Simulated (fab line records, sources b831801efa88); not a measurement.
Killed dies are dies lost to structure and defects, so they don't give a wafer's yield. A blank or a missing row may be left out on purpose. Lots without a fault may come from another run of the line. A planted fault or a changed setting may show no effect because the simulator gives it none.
Chamber matching | flow sky130 | SKY_FIELD_ISO_ETCH_15 on rie_diel-04: 4 sister chambers
The step etches the open film in CHF3/O2, stops on Si, target depth 180 nm, time 72 s. 18 wafers are shown with their chamber, then 9 later ones without.

WAFERS WITH THEIR CHAMBER
wafer  | chamber | drypump_motor_current_A (A) | chamber_pressure_mTorr (mTorr) | oes_product_au (a.u.)
L758.3 | 0       | 6.07                        | 39.98                          | 0.943
L758.4 | 2       | 5.67                        | 40.01                          | 0.942
L758.5 | 3       | 5.33                        | 39.98                          | 0.944
L760.1 | 0       | 6.07                        | 39.98                          | 0.944
L760.4 | 1       | 5.83                        | 40.00                          | 0.945
L760.5 | 2       | 5.71                        | 40.04                          | 0.947
L762.3 | 2       | 5.70                        | 40.03                          | 0.941
L762.4 | 0       | 6.09                        | 39.96                          | 0.937
L762.6 | 0       | 6.08                        | 40.01                          | 0.940
L773.2 | 3       | 5.33                        | 39.96                          | 0.948
L773.4 | 1       | 5.81                        | 39.97                          | 0.954
L773.5 | 2       | 5.72                        | 40.07                          | 0.953
L774.3 | 1       | 5.84                        | 40.00                          | 0.947
L774.5 | 0       | 6.08                        | 39.97                          | 0.932
L774.6 | 3       | 5.34                        | 39.97                          | 0.931
L778.1 | 3       | 5.34                        | 40.00                          | 0.949
L778.2 | 0       | 6.08                        | 40.01                          | 0.947
L778.3 | 2       | 5.68                        | 40.02                          | 0.959

SIGNATURES (means of the wafers above)
reading                 | chamber 0 | chamber 1 | chamber 2 | chamber 3 | scatter within a chamber
drypump_motor_current_A | 6.0783    | 5.8267    | 5.6960    | 5.3350    | 0.0135
chamber_pressure_mTorr  | 39.9850   | 39.9900   | 40.0340   | 39.9775   | 0.0203
oes_product_au          | 0.94050   | 0.94867   | 0.94840   | 0.94300   | 0.00669
Rule: a wafer's distance from a chamber is the root of the sum, over the readings, of the square of ((its reading less the chamber's mean) divided by the reading's scatter). The wafer belongs to the nearest chamber; if the next one is less than 2 further off, it can't be placed. The scatter: the root of (the sum of the squares of (reading less its chamber's mean) over the shown wafers, divided by (wafers less chambers)).

WAFERS WITHOUT THEIR CHAMBER
wafer  | drypump_motor_current_A (A) | chamber_pressure_mTorr (mTorr) | oes_product_au (a.u.)
L779.4 | 5.33                        | 40.02                          | 0.955
L779.5 | 5.85                        | 39.98                          | 0.945
L779.6 | 5.75                        | 40.04                          | 0.952
L780.3 | 6.08                        | 40.01                          | 0.948
L780.4 | 5.80                        | 40.01                          | 0.952
L780.5 | 5.35                        | 39.99                          | 0.951
L781.1 | 5.68                        | 39.98                          | 0.947
L781.2 | 6.09                        | 39.96                          | 0.944
L781.6 | 6.09                        | 39.96                          | 0.942

WHICH CHAMBER EACH WENT THROUGH
wafer  | from the rows above | in truth
L779.4 | 3                   | 3
L779.5 | 1                   | 1
L779.6 | 2                   | 2
L780.3 | 0                   | 0
L780.4 | 1                   | 1
L780.5 | 3                   | 3
L781.1 | 2                   | 2
L781.2 | 0                   | 0
L781.6 | 0                   | 0
Placed correctly: 9 of 9. Can't be placed from these rows: 0. Placed wrongly: 0.
